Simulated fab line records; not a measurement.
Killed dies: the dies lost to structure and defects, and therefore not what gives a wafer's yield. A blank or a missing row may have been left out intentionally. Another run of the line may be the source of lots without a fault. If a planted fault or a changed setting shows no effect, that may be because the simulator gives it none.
Check of tool commonality -- flow sky130 -- Sampled: 13 lots, 39 wafers

THE REASON FOR OPENING IT
SKY_VT_ADJUST_NCORE_OVL_MEAS_08, reading VT_ADJUST_NCORE_OVL: flagged on 2 of 13 lots. Fault-free wafers read -0.1 nm, with a standard deviation of 1.3.
Rule: flag the lot when none of its wafers has a number, or when each of its wafers that has one lies beyond 4 standard deviations from that mean. The other lots count as sound.

lot,measured,on,"VT_ADJUST_NCORE_OVL (nm), wafer by wafer",flag
L624,day 8 14:33,overlay-02,-0.1 -0.5 0.2,
L625,day 8 20:34,overlay-01,-2.6 -0.8 -0.3,
L631,day 10 14:39,overlay-02,133.0 135.6 133.8,FLAGGED
L634,day 11 21:22,overlay-02,135.3 135.4 133.0,FLAGGED
L636,day 11 21:53,overlay-01,0.5 -1.3 0.1,
L637,day 12 13:10,overlay-01,1.3 1.2 1.5,
L639,day 12 20:57,overlay-02,1.5 0.2 -0.8,
L640,day 13 04:29,overlay-01,-0.4 -2.0 -1.2,
L641,day 13 21:15,overlay-01,0.3 0.3 0.8,
L642,day 13 22:06,overlay-02,0.3 0.3 0.0,
L643,day 14 02:53,overlay-02,1.9 0.0 0.4,
L644,day 14 11:06,overlay-02,1.2 0.5 0.0,
L645,day 14 17:25,overlay-01,0.9 0.5 0.1,
Averaged over the flagged lots the numbers come to 134.3 nm, +134.4 nm from the usual (+99 or more standard deviations).

EACH LOT AND THE TOOL IT RAN ON
The record keeps 1 process step preceding the reading, out of 708 steps on the route. Read each cell as the tool, then ch plus the chambers that the sampled wafers visited, then the start.
lot,flag,SKY_VT_ADJUST_NCORE_EXPOSE_04
L624,,"iline_stepper-01 ch 0, day 8 04:14"
L625,,"iline_stepper-01 ch 0, day 8 09:46"
L631,FLAGGED,"iline_stepper-02 ch 0, day 10 03:55"
L634,FLAGGED,"iline_stepper-02 ch 0, day 11 09:04"
L636,,"iline_stepper-01 ch 0, day 11 10:19"
L637,,"iline_stepper-01 ch 0, day 12 00:34"
L639,,"iline_stepper-01 ch 0, day 12 09:25"
L640,,"iline_stepper-01 ch 0, day 12 16:40"
L641,,"iline_stepper-01 ch 0, day 13 08:59"
L642,,"iline_stepper-01 ch 0, day 13 09:38"
L643,,"iline_stepper-01 ch 0, day 13 14:26"
L644,,"iline_stepper-01 ch 0, day 13 22:20"
L645,,"iline_stepper-01 ch 0, day 14 04:10"
What these steps do:
- SKY_VT_ADJUST_NCORE_EXPOSE_04: exposes mask LVTN COMPLEMENT THIN, target cd 380 nm.
- SKY_VT_ADJUST_NCORE_OVL_MEAS_08

FLAGGED OVER TOTAL, TOOL BY TOOL (the gauges that took the reading come last)
step,tool,lots run,flagged,share of the flagged lots,sound lots run after its first flagged lot
SKY_VT_ADJUST_NCORE_EXPOSE_04,iline_stepper-01,11,0,none,-
SKY_VT_ADJUST_NCORE_EXPOSE_04,iline_stepper-02,2,2,all,0
SKY_VT_ADJUST_NCORE_OVL_MEAS_08,overlay-01,6,0,none,-
SKY_VT_ADJUST_NCORE_OVL_MEAS_08,overlay-02,7,2,all,"4 (L639,L642,L643,L644)"

WHAT THE TABLE ALLOWS
Table rows that saw every flagged lot: 2, namely iline_stepper-02 at SKY_VT_ADJUST_NCORE_EXPOSE_04 and overlay-02 at SKY_VT_ADJUST_NCORE_OVL_MEAS_08.
- iline_stepper-02 at SKY_VT_ADJUST_NCORE_EXPOSE_04: 2 of its 2 lots flagged. The start can't be narrowed down: in this sample, it ran no sound lot prior to its first flagged lot.
- overlay-02 at SKY_VT_ADJUST_NCORE_OVL_MEAS_08: 2 of its 7 lots flagged. Sound lots followed the first flagged one (L639, L642, L643, L644) on it, something a lasting fault affecting the whole tool could not allow.
What remains is a single tool, iline_stepper-02 at SKY_VT_ADJUST_NCORE_EXPOSE_04.

WHAT WAS PUT IN BY THE SIMULATOR
Scanner matching overlay: iline_stepper-02, from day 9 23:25 on, at SKY_VT_ADJUST_NCORE_EXPOSE_04. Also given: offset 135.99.
Lots struck among those shown: L631, L634. The rule above reached the same finding.
